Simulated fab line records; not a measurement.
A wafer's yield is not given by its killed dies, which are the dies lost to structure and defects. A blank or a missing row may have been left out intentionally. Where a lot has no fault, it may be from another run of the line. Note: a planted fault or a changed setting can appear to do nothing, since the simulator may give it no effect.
Comparing a struck lot with a sound one -- flow gf180mcu -- 15 out of 602 route steps
Sound: the wafers L764.1, L764.4, L764.5. The struck wafers were L768.2, L768.4, L768.6. The cause is named last.
At each step with rows: each side's tool, then ch and its chambers, then its first start. Under that, the readings that differ: sound wafers -- struck wafers -- difference of the means -- sigmas: that difference in standard deviations of wafers without a fault.
alike: words and numbers the same on both sides, and readings whose means are apart by under 2 such deviations; not compared: readings that were withheld, readings missing a value for some wafer, numbers with overlapping values and no deviation given by the record, and bounds like >300 which may hide the same value.
The two part at a step that has a row with sigmas, a row that says differs or no value, or rows on one side only. Non-overlapping numbers with no deviation appear without sigmas and do not part them. Lack of a reading on every wafer of one side parts them only where that side has two or more wafers.

first, 4 steps without rows for these wafers: GF_M4_SOFTBAKE_10 (time 60 s); GF_M4_EXPOSE_11 (exposes mask Metal4, target cd 280 nm); GF_M4_PEB_12 (peb time 90 s); GF_M4_DEVELOP_13 (develop time 60 s).
GF_M4_CD_MEAS_14: the cd target is 280 nm.
  sound on cd sem-02 at day 25 00:53; struck on cd sem-02 at day 26 09:07
  alike: cd nm
GF_M4_OVL_MEAS_15:
  sound on overlay-02 at day 25 01:01; struck on overlay-01 at day 26 09:14
reading,sound,struck,difference,sigmas
M4_OVL (nm),-8 -6 -7,5 4 1,+10,+2
GF_M4_METAL_ETCH_16: etches the open film in Cl2/BCl3, stops on SiO2, target depth 750.8 nm, time 125.1 s.
  sound on rie metal-04 ch 0,1, day 25 01:02; struck on rie metal-02 ch 1, day 26 09:18
  alike: drypump motor current A, oes product au, throttle valve pct
  not compared: rf hours counter h
GF_M4_STRIP_17: strips in O2/N2.
  sound on plasma asher-01 ch 0,1, day 25 01:13; struck on plasma asher-04 ch 0, day 26 09:31
  alike: drypump motor current A, heater power w, oes product au, strip time to endpoint s
  not compared: rf hours counter h
then, 3 steps without rows for these wafers: GF_M4_STRIP_18 (strips in post etch residue remover, time 1200 s); GF_M4_CLEAN_19 (cleans in DIW); GF_V4_CVD_00 (deposits SiO2, target thk 600 nm, time 100 s).
GF_V4_THK_MEAS_01:
  sound on film metro-02 at day 25 01:50; struck on film metro-04 at day 26 10:08
  alike: V4_CVD_00_THK
GF_V4_CVD_02: deposits SiO2 from TEOS, target thk 850 nm, time 94.851 s.
  sound on pecvd-02 ch 0,2, day 25 01:54; struck on pecvd-03 ch 0,1,2, day 26 10:11
reading,sound,struck,difference,sigmas
model.SiO2_of_V4_CVD_02.thk nm (nm),847.8 851.6 859.7,805.3 816.7 831.5,-35.2,
  alike: heater power w
GF_V4_THK_MEAS_03:
  sound on film metro-04 at day 25 01:58; struck on film metro-01 at day 26 10:16
reading,sound,struck,difference,sigmas
V4_CVD_02_THK (nm),848 851 859,805 817 831,-35,-2
GF_PASSIVATION_PROBE_99:
  the record holds rows for the sound wafers here (prober-02, day 30 10:37) but none for the struck ones

## WHERE THEY PART
Last at GF_PASSIVATION_PROBE_99 as far as this record goes, first at GF_M4_OVL_MEAS_15.

WHY: whatever the simulator had introduced
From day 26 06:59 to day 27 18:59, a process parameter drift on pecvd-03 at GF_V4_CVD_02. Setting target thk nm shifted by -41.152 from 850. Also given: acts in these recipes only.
